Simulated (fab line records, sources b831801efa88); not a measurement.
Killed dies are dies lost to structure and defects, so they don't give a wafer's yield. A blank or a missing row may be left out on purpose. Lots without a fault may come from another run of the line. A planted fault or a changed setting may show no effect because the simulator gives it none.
fab line records | flow sky130
record lots=5 wafers=15 last_day=51
route steps=708 shown LDD_N@247 LDD_P@255 LDD_HVN@267 LDD_HVP@278
lots that met no fault: from a run of the same line without faults
start_h: hours from the record's first day to the start of the lot's first wafer shown | wait_h: hours since the lot's step before | " the same as in the row above | L1.1+2: a row that stands for several wafers | - no value, or no start given | * or withheld: withheld | < > ~ a bound
route shown NAME@n: a module of which the file shows steps, and the number in the route of the first | usual: mean/standard deviation of fault-free wafers | same: alike in all rows | chamber/n: place in a boat | sites: the reading at each site | _std_site: their standard deviation | _edge_site: outer sites' mean less inner sites' | radius_mm: how far each site lies from the wafer's centre | mask NAME#n: copy n | behind: the tool/chamber that last shaped the wafer | hold: why the lot was held/for how many hours/how that ended | device: the transistor (n, p or np) that didn't switch | end of line: the same wafers' tests at the end of the route | a step without rows: its recipe alone | killed: dies lost to structure and defects at the first sort, not the wafer's yield | map: a wafer's dies, x killed, . not, _ none there
set.NAME: the setting as run; set.NAME@STEP: as run at that earlier step | model.NAME: the simulator's own value behind a step, which no gauge read
lots at some steps of the route; a table a step, a row a wafer
services: from which hour (start_h, from the record's first day; less than 0 if before it) a tool's chamber was out of use, for how many hours, and why
## steps
# step SKY_LDD_N_IMPLANT_10
# recipe species=As energy_kev=20 dose_cm2=7.5e+13 tilt_deg=withheld rotation_deg=203
# step SKY_LDD_N_IMPLANT_11
# recipe species=As energy_kev=20 dose_cm2=7.5e+13 tilt_deg=withheld rotation_deg=293
# step SKY_LDD_N_IMPLANT_12
# recipe species=BF2 energy_kev=50 dose_cm2=5e+12 tilt_deg=30 rotation_deg=0
# step SKY_LDD_N_IMPLANT_13
# recipe species=BF2 energy_kev=50 dose_cm2=5e+12 tilt_deg=30 rotation_deg=90
# step SKY_LDD_N_IMPLANT_14
# recipe species=BF2 energy_kev=50 dose_cm2=5e+12 tilt_deg=30 rotation_deg=180
# step SKY_LDD_N_IMPLANT_15
# recipe species=BF2 energy_kev=50 dose_cm2=5e+12 tilt_deg=30 rotation_deg=270
# step SKY_LDD_N_STRIP_16
# recipe chemistry=O2/N2 power_w=1400 pressure_mtorr=1500 platen_temp_c=withheld o2_flow_sccm=3000 n2_flow_sccm=300 overash_fraction=0.5
# usual chamber_pressure_mTorr=1500.1/1.4 drypump_motor_current_A=6.0/0.31 oes_product_au=0.406/0.0046 strip_time_to_endpoint_s=4.314/0.014
# columns lot.wafer tool chamber start_h wait_h chamber_pressure_mTorr drypump_motor_current_A oes_product_au rf_hours_counter_h strip_time_to_endpoint_s
L456.1 plasma_asher-01 1 413.89 0.1 1498.9 6.3 0.410 73 4.312
L456.2 " 0 " " 1500.1 5.5 0.406 73 4.310
L456.3 " 1 " " 1499.7 6.2 0.401 - 4.308
L469.1 plasma_asher-01 0 534.79 0.1 1501.0 5.5 0.403 11 4.333
L469.2 " 1 " " 1500.8 6.3 0.411 11 4.329
L469.6 " 1 " " 1501.5 6.3 0.407 - 4.346
L475.3 plasma_asher-01 0 573.73 0.1 1502.2 5.5 0.404 - 4.308
L475.4 " 1 " " 1501.9 6.3 0.398 - 4.328
L475.5 " 0 " " 1499.3 5.5 0.408 - 4.306
L476.3 plasma_asher-01 1 587.75 0.1 1498.8 6.2 0.406 - 4.293
L476.4 " 0 " " 1499.7 5.5 0.410 - 4.289
L476.6 " 1 " " 1500.0 6.3 0.407 - 4.306
L477.1 plasma_asher-02 0 626.19 0.1 1499.6 6.1 0.413 50 4.311
L477.4 " 1 " " 1498.3 6.3 0.404 - 4.316
L477.6 " 1 " " 1498.4 6.3 0.411 - 4.302
# step SKY_LDD_N_TW_MEAS_17
# usual LDD_N_TW=2612/15
# columns lot.wafer tool chamber start_h wait_h LDD_N_TW
L456.1 film_metro-01 - 413.99 0.1 2621
L456.2 " - " " 2620
L456.3 " - " " 2616
L469.1 film_metro-02 - 534.89 0.1 2644
L469.2 " - " " 2632
L469.6 " - " " 2626
L475.3 film_metro-02 - 573.81 0.1 2582
L475.4 " - " " 2590
L475.5 " - " " 2586
L476.3 film_metro-02 - 587.84 0.1 2597
L476.4 " - " " 2600
L476.6 " - " " 2608
L477.1 film_metro-04 - 626.29 0.1 2619
L477.4 " - " " 2630
L477.6 " - " " 2632
# step SKY_LDD_P_DEHYDRATE_00
# recipe temp_c=200 time_s=60
# step SKY_LDD_P_HMDS_01
# recipe prime_time_s=60 prime_temp_c=120
# step SKY_LDD_P_COAT_02
# recipe resist=NOVOLAK spin_rpm=3000 resist_thk_nm=1140
# step SKY_LDD_P_SOFTBAKE_03
# recipe temp_c=90 time_s=60 resist=NOVOLAK
# step SKY_LDD_P_EXPOSE_04
# recipe mask_id=PSDM na=0.6 source_shape=conventional sigma_outer=0.6 polarization=unpolarized target_cd_nm=380 dose_mj=138
# usual reticle_temp_C=22.98/0.12
# columns lot.wafer tool chamber start_h wait_h mask reticle_temp_C
L456.1 iline_stepper-01 0 428.97 - PSDM#0 22.84
L456.2 " 0 " " PSDM#0 22.96
L456.3 " 0 " " PSDM#0 22.90
L469.1 iline_stepper-02 0 549.87 - HVPTM#0 22.96
L469.2 " 0 " " HVPTM#0 22.86
L469.6 " 0 " " HVPTM#0 23.04
L475.3 iline_stepper-02 0 589.59 - PSDM#0 22.84
L475.4 " 0 " " PSDM#0 22.97
L475.5 " 0 " " PSDM#0 22.88
L476.3 iline_stepper-02 0 601.60 - PSDM#0 23.17
L476.4 " 0 " " PSDM#0 23.11
L476.6 " 0 " " PSDM#0 23.07
L477.1 iline_stepper-02 0 642.12 - PSDM#0 23.00
L477.4 " 0 " " PSDM#0 22.96
L477.6 " 0 " " PSDM#0 22.94
# step SKY_LDD_P_PEB_05
# recipe temp_c=withheld time_s=* resist=NOVOLAK
# step SKY_LDD_P_DEVELOP_06
# recipe resist=NOVOLAK developer=TMAH develop_time_s=60 dev_temp_c=23
# step SKY_LDD_P_CD_MEAS_07
# recipe target_cd_nm=380
# usual cd_nm=380.1/2.5
# columns lot.wafer tool chamber start_h wait_h cd_nm
L456.1 cd_sem-02 - 443.86 0.1 379.1
L456.2 " - " " 379.2
L456.3 " - " " 380.6
L469.1 cd_sem-02 - 564.20 0.1 -
L469.2 " - " " -
L469.6 " - " " -
L475.3 cd_sem-01 - 603.53 0.1 379.1
L475.4 " - " " 381.1
L475.5 " - " " 382.6
L476.3 cd_sem-01 - 616.34 0.1 379.6
L476.4 " - " " 377.0
L476.6 " - " " 378.4
L477.1 cd_sem-01 - 656.73 0.2 381.8
L477.4 " - " " 381.1
L477.6 " - " " 381.2
# step SKY_LDD_P_OVL_MEAS_08
# usual LDD_P_OVL=-0.3/1.5
# columns lot.wafer tool chamber start_h wait_h LDD_P_OVL[nm]
L456.1 overlay-02 - 443.98 0.1 -0.2
L456.2 " - " " -1.0
L456.3 " - " " -0.1
L469.1 overlay-02 - 564.32 0.1 -
L469.2 " - " " -
L469.6 " - " " -
L475.3 overlay-02 - 603.62 0.1 1.2
L475.4 " - " " -0.5
L475.5 " - " " 1.5
L476.3 overlay-01 - 616.44 0.1 -2.0
L476.4 " - " " -1.4
L476.6 " - " " 0.4
L477.1 overlay-01 - 656.85 0.1 -2.8
L477.4 " - " " -1.9
L477.6 " - " " 0.1
# step SKY_LDD_P_IMPLANT_09
# recipe species=BF2 energy_kev=25 dose_cm2=1e+13 tilt_deg=withheld
# step SKY_LDD_P_STRIP_10
# recipe chemistry=O2/N2 power_w=1400 pressure_mtorr=1500 platen_temp_c=withheld o2_flow_sccm=3000 n2_flow_sccm=300 overash_fraction=0.5
# usual chamber_pressure_mTorr=1500.0/1.4 drypump_motor_current_A=5.9/0.35 oes_product_au=0.716/0.0045 strip_time_to_endpoint_s=14.18/0.042
# columns lot.wafer tool chamber start_h wait_h chamber_pressure_mTorr drypump_motor_current_A oes_product_au rf_hours_counter_h strip_time_to_endpoint_s
L456.1 plasma_asher-01 1 444.16 0.1 1501.1 6.3 0.713 2 14.22
L456.2 " 0 " " 1499.2 5.5 0.705 2 14.20
L456.3 " 0 " " 1499.8 5.5 0.716 - 14.23
L469.1 plasma_asher-01 0 564.51 0.1 1499.5 5.5 0.722 14 14.23
L469.2 " 1 " " 1501.1 6.3 0.714 14 14.28
L469.6 " 0 " " 1501.6 5.5 0.714 - 14.22
L475.3 plasma_asher-02 1 603.82 0.1 1499.3 6.2 0.720 - 14.18
L475.4 " 0 " " 1500.9 6.1 0.717 - 14.16
L475.5 " 1 " " 1501.6 6.3 0.717 - 14.19
L476.3 plasma_asher-02 1 616.64 0.1 1501.1 6.2 0.716 - 14.13
L476.4 " 0 " " 1500.2 6.1 0.719 - 14.15
L476.6 " 1 " " 1500.5 6.2 0.707 - 14.13
L477.1 plasma_asher-01 0 657.03 0.1 1499.0 5.5 0.714 23 14.08
L477.4 " 1 " " 1501.3 6.2 0.709 - 14.08
L477.6 " 0 " " 1496.9 5.5 0.713 - 14.07
# step SKY_LDD_P_TW_MEAS_11
# usual LDD_P_TW=642/3.5
# columns lot.wafer tool chamber start_h wait_h LDD_P_TW
L456.1 film_metro-03 - 444.26 0.1 643
L456.2 " - " " 645
L456.3 " - " " 639
L469.1 film_metro-03 - 564.61 0.1 30
L469.2 " - " " 30
L469.6 " - " " 30
L475.3 film_metro-02 - 603.91 0.1 634
L475.4 " - " " 635
L475.5 " - " " 634
L476.3 film_metro-03 - 616.73 0.1 640
L476.4 " - " " 638
L476.6 " - " " 642
L477.1 film_metro-03 - 657.13 0.1 640
L477.4 " - " " 638
L477.6 " - " " 639
# step SKY_LDD_HVN_DEHYDRATE_00
# recipe temp_c=200 time_s=60
# step SKY_LDD_HVN_HMDS_01
# recipe prime_time_s=60 prime_temp_c=120
# step SKY_LDD_HVN_COAT_02
# recipe resist=NOVOLAK spin_rpm=3000 resist_thk_nm=300
# step SKY_LDD_HVN_SOFTBAKE_03
# recipe temp_c=90 time_s=60 resist=NOVOLAK
# step SKY_LDD_HVN_EXPOSE_04
# recipe mask_id=HVNTM na=0.6 source_shape=conventional sigma_outer=0.6 polarization=unpolarized target_cd_nm=700 dose_mj=127
# step SKY_LDD_HVN_PEB_05
# recipe temp_c=withheld time_s=* resist=NOVOLAK
# step SKY_LDD_HVN_DEVELOP_06
# recipe resist=NOVOLAK developer=TMAH develop_time_s=60 dev_temp_c=23
# step SKY_LDD_HVN_OVL_MEAS_07
# usual LDD_HVN_OVL=-0.1/1.6
# columns lot.wafer tool chamber start_h wait_h LDD_HVN_OVL[nm]
L456.1 overlay-02 - 475.06 0.1 3.3
L456.2 " - " " 1.9
L456.3 " - " " 1.8
L469.1 overlay-01 - 593.86 0.1 0.4
L469.2 " - " " -1.2
L469.6 " - " " -0.7
L475.3 overlay-02 - 632.97 0.1 0.8
L475.4 " - " " 0.9
L475.5 " - " " 2.7
L476.3 overlay-02 - 645.83 0.1 0.6
L476.4 " - " " -0.7
L476.6 " - " " 0.2
L477.1 overlay-01 - 684.96 0.1 0.5
L477.4 " - " " -0.1
L477.6 " - " " -0.1
# step SKY_LDD_HVN_IMPLANT_08
# recipe species=P energy_kev=60 dose_cm2=3e+13 tilt_deg=40
# step SKY_LDD_HVN_STRIP_09
# recipe chemistry=O2/N2 power_w=1400 pressure_mtorr=1500 platen_temp_c=withheld o2_flow_sccm=3000 n2_flow_sccm=300 overash_fraction=0.5
# usual chamber_pressure_mTorr=1500.1/1.4 drypump_motor_current_A=5.8/0.37 oes_product_au=0.409/0.0048 strip_time_to_endpoint_s=4.133/0.014
# columns lot.wafer tool chamber start_h wait_h chamber_pressure_mTorr drypump_motor_current_A oes_product_au rf_hours_counter_h strip_time_to_endpoint_s
L456.1 plasma_asher-01 0 475.24 0.1 1500.6 5.5 0.407 5 4.128
L456.2 " 1 " " 1500.7 6.3 0.407 5 4.164
L456.3 " 0 " " 1497.6 5.5 0.397 - 4.145
L469.1 plasma_asher-03 1 594.04 0.1 1498.3 5.6 0.407 79 4.129
L469.2 " 0 " " 1502.7 6.3 0.400 79 4.142
L469.6 " 0 " " 1499.3 6.3 0.414 - 4.142
L475.3 plasma_asher-01 1 633.17 0.1 1500.0 6.3 0.405 - 4.129
L475.4 " 0 " " 1501.8 5.5 0.404 - 4.147
L475.5 " 0 " " 1500.5 5.6 0.419 - 4.151
L476.3 plasma_asher-03 1 646.04 0.1 1501.8 5.6 0.415 - 4.121
L476.4 " 0 " " 1500.0 6.3 0.412 - 4.122
L476.6 " 1 " " 1499.2 5.6 0.409 - 4.124
L477.1 plasma_asher-01 0 685.14 0.1 1502.2 5.5 0.401 26 4.130
L477.4 " 1 " " 1498.2 6.2 0.415 - 4.139
L477.6 " 0 " " 1499.4 5.5 0.415 - 4.137
# step SKY_LDD_HVN_TW_MEAS_10
# usual LDD_HVN_TW=1455/7.2
# columns lot.wafer tool chamber start_h wait_h LDD_HVN_TW
L456.1 film_metro-03 - 475.34 0.1 1458
L456.2 " - " " 1455
L456.3 " - " " 1454
L469.1 film_metro-03 - 594.14 0.1 1464
L469.2 " - " " 1465
L469.6 " - " " 1459
L475.3 film_metro-04 - 633.26 0.1 1457
L475.4 " - " " 1462
L475.5 " - " " 1450
L476.3 film_metro-02 - 646.13 0.1 1445
L476.4 " - " " 1449
L476.6 " - " " 1449
L477.1 film_metro-04 - 685.24 0.1 1461
L477.4 " - " " 1458
L477.6 " - " " 1460
# step SKY_LDD_HVP_DEHYDRATE_00
# recipe temp_c=200 time_s=60
# step SKY_LDD_HVP_HMDS_01
# recipe prime_time_s=60 prime_temp_c=120
# step SKY_LDD_HVP_COAT_02
# recipe resist=NOVOLAK spin_rpm=3000 resist_thk_nm=300
# step SKY_LDD_HVP_SOFTBAKE_03
# recipe temp_c=90 time_s=60 resist=NOVOLAK
# step SKY_LDD_HVP_EXPOSE_04
# recipe mask_id=HVPTM na=0.6 source_shape=conventional sigma_outer=0.6 polarization=unpolarized target_cd_nm=700 dose_mj=86
# step SKY_LDD_HVP_PEB_05
# recipe temp_c=withheld time_s=* resist=NOVOLAK
# step SKY_LDD_HVP_DEVELOP_06
# recipe resist=NOVOLAK developer=TMAH develop_time_s=60 dev_temp_c=23
# step SKY_LDD_HVP_OVL_MEAS_07
# usual LDD_HVP_OVL=0.7/1.2
# columns lot.wafer tool chamber start_h wait_h LDD_HVP_OVL[nm]
L456.1 overlay-01 - 505.11 0.1 -0.8
L456.2 " - " " -0.8
L456.3 " - " " -1.7
L469.1 overlay-02 - 622.77 0.1 2.4
L469.2 " - " " 1.4
L469.6 " - " " -0.2
L475.3 overlay-02 - 663.18 0.1 -0.4
L475.4 " - " " 0.2
L475.5 " - " " 1.7
L476.3 overlay-01 - 675.89 0.1 1.2
L476.4 " - " " 0.9
L476.6 " - " " 1.2
L477.1 overlay-01 - 711.81 0.1 1.8
L477.4 " - " " 0.2
L477.6 " - " " 2.2
# step SKY_LDD_HVP_IMPLANT_08
# recipe species=B energy_kev=20 dose_cm2=1.7e+13 tilt_deg=17.9
# step SKY_LDD_HVP_STRIP_09
# recipe chemistry=O2/N2 power_w=1400 pressure_mtorr=1500 platen_temp_c=withheld o2_flow_sccm=3000 n2_flow_sccm=300 overash_fraction=0.5
# usual chamber_pressure_mTorr=1499.9/1.3 drypump_motor_current_A=5.9/0.35 oes_product_au=0.408/0.0041 strip_time_to_endpoint_s=4.137/0.014
# columns lot.wafer tool chamber start_h wait_h chamber_pressure_mTorr drypump_motor_current_A oes_product_au rf_hours_counter_h strip_time_to_endpoint_s
L456.1 plasma_asher-02 0 505.29 0.1 1497.7 6.1 0.405 38 4.139
L456.2 " 1 " " 1500.3 6.2 0.407 38 4.137
L456.3 " 0 " " 1499.6 6.1 0.398 - 4.151
L469.1 plasma_asher-04 1 622.96 0.1 1499.8 5.3 0.413 95 4.138
L469.2 " 0 " " 1499.8 5.9 0.407 95 4.142
L469.6 " 1 " " 1499.5 5.3 0.407 - 4.125
L475.3 plasma_asher-02 0 663.39 0.1 1499.1 6.1 0.404 - 4.133
L475.4 " 1 " " 1499.8 6.2 0.407 - 4.142
L475.5 " 1 " " 1499.5 6.2 0.409 - 4.116
L476.3 plasma_asher-04 0 676.09 0.1 1503.6 5.9 0.415 - 4.130
L476.4 " 1 " " 1501.2 5.3 0.404 - 4.160
L476.6 " 0 " " 1500.4 5.9 0.408 - 4.132
L477.1 plasma_asher-04 0 711.99 0.1 1501.6 5.9 0.408 103 4.139
L477.4 " 1 " " 1499.8 5.3 0.407 - 4.125
L477.6 " 1 " " 1498.9 5.3 0.404 - 4.117
# step SKY_LDD_HVP_TW_MEAS_10
# usual LDD_HVP_TW=461.3/2.3
# columns lot.wafer tool chamber start_h wait_h LDD_HVP_TW
L456.1 film_metro-01 - 505.39 0.1 462.1
L456.2 " - " " 461.3
L456.3 " - " " 463.2
L469.1 film_metro-01 - 623.06 0.1 704.2
L469.2 " - " " 705.7
L469.6 " - " " 704.0
L475.3 film_metro-04 - 663.48 0.1 461.4
L475.4 " - " " 461.8
L475.5 " - " " 461.1
L476.3 film_metro-04 - 676.18 0.1 462.3
L476.4 " - " " 463.2
L476.6 " - " " 462.7
L477.1 film_metro-01 - 712.09 0.1 459.9
L477.4 " - " " 462.1
L477.6 " - " " 461.7
## services
# columns tool chamber start_h hours kind
plasma_asher-01 - 421.25 9.0 pm
plasma_asher-01 0 421.25 9.0 vent_cycle
plasma_asher-01 1 421.25 9.0 vent_cycle
plasma_asher-01 0 430.25 - clean
plasma_asher-01 1 430.25 - clean
plasma_asher-03 - 435.47 15.6 pm
iline_stepper-02 - 441.71 10.6 repair
iline_stepper-02 - 460.00 4.6 repair
iline_stepper-01 - 465.59 1.7 pm
iline_stepper-02 - 466.86 12.8 repair
iline_stepper-02 - 488.04 1.7 pm
plasma_asher-04 - 541.65 1.7 repair
iline_stepper-02 0 542.01 - calibration
iline_stepper-01 0 544.19 - calibration
plasma_asher-04 - 619.48 2.8 pm
iline_stepper-01 - 620.85 2.1 pm
iline_stepper-01 - 622.93 - consumable_replace:lamp
iline_stepper-01 - 683.87 1.7 pm
plasma_asher-03 - 695.32 1.9 repair
iline_stepper-02 - 706.22 1.7 pm
## key
first_sign step=SKY_LDD_P_EXPOSE_04 reading=mask direction=changed
effect step=SKY_LDD_P_CD_MEAS_07 reading=cd_nm direction=missing
effect step=SKY_LDD_P_OVL_MEAS_08 reading=LDD_P_OVL direction=missing
effect step=SKY_LDD_P_TW_MEAS_11 reading=LDD_P_TW direction=down sigmas=99+ usual=642 struck=30
effect step=SKY_LDD_HVP_TW_MEAS_10 reading=LDD_HVP_TW direction=up sigmas=99+ usual=461.3 struck=704.7
met_at SKY_LDD_P_EXPOSE_04
struck_wafers L469.1,L469.2,L469.6
sort_left_out L469.1,L469.2,L469.6
tester_left_out L469
fault kind=wrong_mask tool=any chamber=- onset_h=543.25 steps=SKY_LDD_P_EXPOSE_04 aux_copy=HVPTM#0 scope=struck_lots_only
# tester_left_out: of these lots the tester's yield and bins aren't shown, on N5 and GAA mostly nor the transistor test; their killed dies are dies lost to structure and defects alone, not to doping, threshold or leakage, so they don't give the yield
# sort_left_out: the simulated sort isn't trusted on such a fault, so these wafers' sort isn't shown, and their yield isn't known
